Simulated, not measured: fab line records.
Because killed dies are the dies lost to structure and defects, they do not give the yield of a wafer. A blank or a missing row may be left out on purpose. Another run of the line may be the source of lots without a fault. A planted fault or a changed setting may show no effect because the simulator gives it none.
Code-filled problem report in 8D (eight disciplines) form || flow gf180mcu || the parts of the form that need people (team, actions taken, sign-off) are left out

== 1. THE ISSUE ==
susceptor temp C at GF_V3_CVD_23 reads a mean of 402.03 C on 6 wafers of 2 lots; wafers without a fault read 400.01 C with a standard deviation of 0.22. That puts it +9.2 standard deviations away from the usual mean.
The step: deposits W, target thk 350 nm, time 104.9 s.
The first sign was on wafer L879.1 at day 28 14:35, on cvd w-02. The record holds 39 wafers of 13 lots with a number at this step. Rule for "out" (also "out of limits"): further than 4 standard deviations from the usual mean. The rest of the wafers with a number are treated as sound.

== 2. WHAT THIS IS AND IS NOT ==
{"question": "which readings at this step", "is": "susceptor temp C", "is not": "heater power w"}
{"question": "which lots", "is": "L879, L881", "is not": "L862, L863, L864, L865, L866, L868, L870, L872, L873, L874, L883"}
{"question": "which wafers of those lots", "is": "all that have a number", "is not": "-"}
{"question": "read on which tools", "is": "cvd w-02", "is not": "cvd w-01"}
{"question": "when", "is": "from day 28 14:35", "is not": "up to then (30 sound wafers); but 3 sound wafers of L883 came after"}

== 3. WHAT RULES OUT EACH SUSPECT ==
Counting: any tool at a process step up to the reading is kept as a suspect provided that every lot that is out went through it and no sound lot did after the first of them.
- pvd sputter-02 at GF_M3_SPUTTER_03 (material Ti, target thk 10 nm, time 6.7 s): kept. It ran every lot that is out, first L879 (day 26 18:34), and no sound lot after that; its last sound lot up to then is L864 (day 21 15:56).
- cvd w-02 at GF_V3_CVD_23 (deposits W, target thk 350 nm, time 104.9 s): kept. It ran every lot that is out, first L879 (day 28 14:35), and no sound lot after that; its last sound lot up to then is L874 (day 26 23:43). Its own susceptor temp C readings are out on those wafers.
Left after counting: pvd sputter-02 at GF_M3_SPUTTER_03, cvd w-02 at GF_V3_CVD_23.

== 4. THE CAUSE (what the simulator had put in) ==
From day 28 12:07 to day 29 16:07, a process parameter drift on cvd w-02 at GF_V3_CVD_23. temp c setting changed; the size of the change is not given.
Counting leaves 2 suspects; this tool is one of them.

== 5. THE EFFECT CHAIN, in route order ==
One row per reading whose mean, taken over the struck wafers that have a number, lies over 3 standard deviations from the usual. Only readings whose record carries a usual standard deviation are examined. hours: median over the lots of the time between each lot's start at the first step of this table that gives one and its start at this step. sigmas: the change, counted in usual standard deviations.
{"hours": 0, "step": "GF_V3_CVD_23", "reading": "susceptor temp C", "usual": "400.01 C", "on struck wafers": 402.03, "change": "+2.02", "sigmas": "+9.2"}
Here are the process steps it includes:
- GF_V3_CVD_23: deposits W, target thk 350 nm, time 104.9 s.

== 6. WHAT WOULD HAVE CAUGHT IT SOONER ==
In this record no reading fell out of limits until day 28 14:35, 2 hours after the fault had begun at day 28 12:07.
